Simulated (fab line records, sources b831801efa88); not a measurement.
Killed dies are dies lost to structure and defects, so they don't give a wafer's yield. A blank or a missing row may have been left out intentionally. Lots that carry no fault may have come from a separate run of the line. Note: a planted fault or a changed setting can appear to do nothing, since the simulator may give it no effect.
8D (eight disciplines) problem report, filled in by code / flow sky130 / the parts of the form that need people (team, actions taken, sign-off) are left out

== 1. WHAT IS WRONG ==
Mean of chamber pressure Torr at SKY_VIA1_CVD_21: 42.40 Torr across 3 wafers in 2 lots; on wafers with no fault it is 39.98 Torr (standard deviation 0.095). Measured from the usual mean, that is +25 standard deviations.
The step: deposits W, target thk 270 nm, time 80.902 s.
Seen first at day 38 05:59 on cvd w-01, wafer L932.1. At this step, 36 wafers from 12 lots have a number in the record. Rule for "out" (also "out of limits"): further than 4 standard deviations from the usual mean. All remaining wafers that have a number are taken as sound.

== 2. WHAT THIS IS AND IS NOT ==
question=which readings at this step | is=chamber pressure Torr | is not=heater power w
question=which lots | is=L932, L933 | is not=L920, L921, L923, L924, L925, L926, L929, L936, L937, L940
question=which wafers of those lots | is=L932.1, L932.3, L933.4 | is not=L932.2, L933.1, L933.5
question=read on which tools | is=cvd w-01 | is not=cvd w-02
question=when | is=from day 38 05:59 | is not=up to then (22 sound wafers); but 11 sound wafers of L933, L936, L937, L940 came after

== 3. SUSPECTS, AND WHAT RULES EACH OUT ==
Counting: if a tool at a process step up to the reading ran every lot that is out, it stays a suspect. Sound lots after the first of them don't rule it out here, since some wafers of a struck lot are sound.
- rie diel-02 at SKY_VIA1_ETCH_15 (etches SiO2 in C4F8/O2/Ar, stops on TiN, target depth 351 nm, time 54 s): kept. Ran every lot that is out, first one L932 (day 38 05:17); last sound lot up to then L920 (day 34 07:44).
- cvd w-01 at SKY_VIA1_CVD_21 (deposits W, target thk 270 nm, time 80.902 s): kept. Ran every lot that is out, first one L932 (day 38 05:59); last sound lot up to then L926 (day 36 06:16). Its own chamber pressure Torr readings are out on those wafers.
- The sound lot-mates ran in chamber 1 of cvd w-01 at SKY_VIA1_CVD_21, but the wafers that are out ran in chamber 0.
Remaining after the count are rie diel-02 at SKY_VIA1_ETCH_15 and cvd w-01 at SKY_VIA1_CVD_21.

== 4. THE CAUSE (what the simulator had put in) ==
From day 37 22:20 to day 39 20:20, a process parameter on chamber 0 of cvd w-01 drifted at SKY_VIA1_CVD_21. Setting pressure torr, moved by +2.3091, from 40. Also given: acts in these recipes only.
This tool is one of the 2 suspects left after counting.

== 5. THE EFFECT CHAIN, in route order ==
Each row: a reading whose mean over the struck wafers that have a number lies more than 3 standard deviations from the usual. Only readings whose record carries a usual standard deviation are examined. hours: median over the lots of the time between each lot's start at the first step of this table that gives one and its start at this step. sigmas: the change, counted in usual standard deviations.
hours=0; step=SKY_VIA1_CVD_21; reading=chamber pressure Torr; usual=39.98 Torr; on struck wafers=42.40; change=+2.42; sigmas=+25
Process steps it contains:
- SKY_VIA1_CVD_21: deposits W, target thk 270 nm, time 80.902 s.

== 6. WHAT WOULD HAVE CAUGHT IT SOONER ==
In this record the first reading out of limits was taken at day 38 05:59, 8 hours after the fault began at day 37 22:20.
